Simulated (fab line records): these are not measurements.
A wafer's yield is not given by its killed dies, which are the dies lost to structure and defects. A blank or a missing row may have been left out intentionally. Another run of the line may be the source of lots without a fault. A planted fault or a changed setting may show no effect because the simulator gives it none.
The tool behind it: which one? | flow sfq-line | 14 lots, 42 wafers sampled, at 4 steps of a route of 325

== WHAT THE GAUGES READ, wafer by wafer ==
No reading from a measuring or inspecting step in the record can be judged against a usual standard deviation.

== EACH LOT AND THE TOOL THAT RAN IT (in order: tool; ch and the chambers of the sampled wafers; start) ==
lot  | SFQ_TRILAYER_I6_DEP_PECVD_165   | SFQ_TRILAYER_I6_METRO_MEASURE_167 | SFQ_TRILAYER_I6_VIA_ETCH_VIA_ETCH_172 | SFQ_TRILAYER_M7_LITHO_EXPOSE_178
L473 | pecvd-04 ch 0,1,2, day 64 16:44 | film-metro-01, day 65 20:53       | rie-diel-01 ch 0,1,3, day 66 02:27    | krf-scanner-02 ch 0, day 66 06:02
L474 | pecvd-04 ch 0,1,2, day 64 19:08 | film-metro-01, day 66 00:05       | rie-diel-03 ch 0,1,2, day 66 04:51    | krf-scanner-02 ch 0, day 66 08:38
L475 | pecvd-02 ch 0,1,2, day 64 20:20 | film-metro-02, day 66 02:53       | rie-diel-04 ch 0,2, day 66 06:24      | krf-scanner-02 ch 0, day 66 10:50
L476 | pecvd-04 ch 0,1,2, day 65 06:58 | film-metro-01, day 66 12:29       | rie-diel-03 ch 2,3, day 66 15:24      | krf-scanner-02 ch 0, day 66 19:50
L477 | pecvd-02 ch 0,1,2, day 65 09:37 | film-metro-02, day 66 15:17       | rie-diel-03 ch 0,1,3, day 66 18:37    | krf-scanner-02 ch 0, day 66 23:14
L480 | pecvd-02 ch 0,1,2, day 65 15:37 | film-metro-01, day 66 18:38       | rie-diel-03 ch 2,3, day 66 23:12      | krf-scanner-02 ch 0, day 67 04:02
L481 | pecvd-03 ch 0,1,2, day 67 03:46 | film-metro-02, day 68 11:10       | rie-diel-04 ch 2,3, day 69 01:15      | krf-scanner-02 ch 0, day 69 08:14
L482 | pecvd-03 ch 0,2, day 67 07:19   | film-metro-01, day 68 19:14       | rie-diel-01 ch 0,1,3, day 69 02:27    | krf-scanner-02, day 69 08:50
L483 | pecvd-04 ch 0,2, day 67 08:31   | film-metro-02, day 68 19:34       | rie-diel-04 ch 0,2,3, day 69 03:39    | krf-scanner-02, day 69 11:14
L490 | pecvd-03 ch 0,1,2, day 69 22:13 | film-metro-02, day 70 01:26       | rie-diel-03 ch 1,2, day 70 06:54      | krf-scanner-02 ch 0, day 70 12:32
L492 | pecvd-02 ch 1,2, day 70 12:37   | film-metro-01, day 70 18:25       | rie-diel-03 ch 1,2,3, day 70 23:42    | krf-scanner-02 ch 0, day 71 03:08
L493 | pecvd-02 ch 0,2, day 70 16:13   | film-metro-02, day 70 21:13       | rie-diel-01 ch 0,2,3, day 71 02:06    | krf-scanner-02 ch 0, day 71 06:32
L494 | pecvd-03 ch 0,1, day 70 19:49   | film-metro-01, day 70 23:56       | rie-diel-04 ch 0,1,2, day 71 05:42    | krf-scanner-02 ch 0, day 71 09:08
L495 | pecvd-02 ch 1,2, day 70 23:25   | film-metro-01, day 71 02:44       | rie-diel-01 ch 0,2, day 71 09:18      | krf-scanner-02 ch 0, day 71 12:32
- SFQ_TRILAYER_I6_DEP_PECVD_165: deposits SiO2 from SiH4/N2O, time 111.11 s, target thk 500 nm.
- SFQ_TRILAYER_I6_METRO_MEASURE_167
- SFQ_TRILAYER_I6_VIA_ETCH_VIA_ETCH_172: etches SiO2 in CHF3, stops on Nb, target depth 260 nm.
- SFQ_TRILAYER_M7_LITHO_EXPOSE_178: exposes mask M7, target cd 500 nm.

== WHAT THE TOOLS THEMSELVES READ (means of the sampled wafers that have a number; where no wafer has one, the mark that the record gives instead) ==
SFQ_TRILAYER_I6_DEP_PECVD_165.
lot  | tool     | chamber-pressure-Torr (Torr) | heater-power-outer-w (W) | heater-power-w (W) | throttle-valve-pct (%)
L473 | pecvd-04 | 2.402                        | 33                       | 87                 | 24.1
L474 | pecvd-04 | 2.401                        | 36                       | 88                 | 24.0
L475 | pecvd-02 | 2.396                        | 25                       | 71                 | 24.6
L476 | pecvd-04 | 2.396                        | 34                       | 88                 | 24.2
L477 | pecvd-02 | 2.401                        | 21                       | 66                 | 24.5
L480 | pecvd-02 | 2.398                        | 25                       | 71                 | 24.7
L481 | pecvd-03 | 2.405                        | 29                       | 87                 | 24.0
L482 | pecvd-03 | -                            | -                        | -                  | -
L483 | pecvd-04 | -                            | -                        | -                  | -
L490 | pecvd-03 | 2.397                        | 36                       | 95                 | 24.1
L492 | pecvd-02 | 2.400                        | 22                       | 64                 | 24.8
L493 | pecvd-02 | 2.402                        | 30                       | 81                 | 24.7
L494 | pecvd-03 | 2.400                        | 26                       | 84                 | 24.0
L495 | pecvd-02 | 2.400                        | 23                       | 66                 | 24.8

SFQ_TRILAYER_I6_VIA_ETCH_VIA_ETCH_172.
lot  | tool        | drypump-motor-current-A (A) | oes-product-au (a.u.)
L473 | rie-diel-01 | 5.9                         | 0.854
L474 | rie-diel-03 | 5.3                         | 0.854
L475 | rie-diel-04 | 5.8                         | 0.855
L476 | rie-diel-03 | 5.8                         | 0.858
L477 | rie-diel-03 | 5.3                         | 0.858
L480 | rie-diel-03 | 5.8                         | 0.855
L481 | rie-diel-04 | 5.5                         | 0.855
L482 | rie-diel-01 | 5.9                         | 0.373
L483 | rie-diel-04 | 5.7                         | 0.376
L490 | rie-diel-03 | 5.6                         | 0.860
L492 | rie-diel-03 | 5.7                         | 0.859
L493 | rie-diel-01 | 5.9                         | 0.852
L494 | rie-diel-04 | 6.1                         | 0.853
L495 | rie-diel-01 | 5.7                         | 0.853

SFQ_TRILAYER_M7_LITHO_EXPOSE_178.
lot  | tool           | exposure-dose-mJ-cm2 | focus-offset-nm (nm)
L473 | krf-scanner-02 | 14.427               | -0.4
L474 | krf-scanner-02 | 14.392               | -0.2
L475 | krf-scanner-02 | 14.403               | 0.3
L476 | krf-scanner-02 | 14.402               | -0.3
L477 | krf-scanner-02 | 14.404               | -0.1
L480 | krf-scanner-02 | 14.415               | 0.6
L481 | krf-scanner-02 | 14.399               | -0.3
L482 | krf-scanner-02 | -                    | -
L483 | krf-scanner-02 | -                    | -
L490 | krf-scanner-02 | 14.398               | 0.3
L492 | krf-scanner-02 | 14.396               | -0.0
L493 | krf-scanner-02 | 14.399               | -0.3
L494 | krf-scanner-02 | 14.394               | 0.8
L495 | krf-scanner-02 | 14.404               | -0.5

== THE ANSWER, worked out from the rows above alone ==
Rule: what is usual is taken from the lots themselves. The widest of any qualifying gaps counts: lots, ordered by their means at a reading, are off when they make up no more than a third of the lots, leave a main group of 4 or more, and stand apart from it by 3 or more times the standard deviation of that group's means. The tables above print the reading to a certain number of digits; a main group whose means all agree to those digits is not used. A lot without any number at a reading at which 4 lots or more have one is off too. Any other lot the step has rows for is counted as sound. Order of review: gauges by route order, followed by the tools' own readings, for which a lot's mean as printed above is used. At the first step where some lot is off, the reading lying furthest off is the one used; lots without a number count as furthest.
Off at SFQ_TRILAYER_I6_DEP_PECVD_165 (chamber-pressure-Torr): L482, L483. Without a number there: L482, L483. The main group has a mean of 2.400 Torr with a standard deviation of 0.0026.
If a tool, at that step or one of the process steps before it, ran each lot that is off and ran no sound lot following the first of them, it fits. No candidate that was tried fits.

== WHAT WAS PUT IN BY THE SIMULATOR ==
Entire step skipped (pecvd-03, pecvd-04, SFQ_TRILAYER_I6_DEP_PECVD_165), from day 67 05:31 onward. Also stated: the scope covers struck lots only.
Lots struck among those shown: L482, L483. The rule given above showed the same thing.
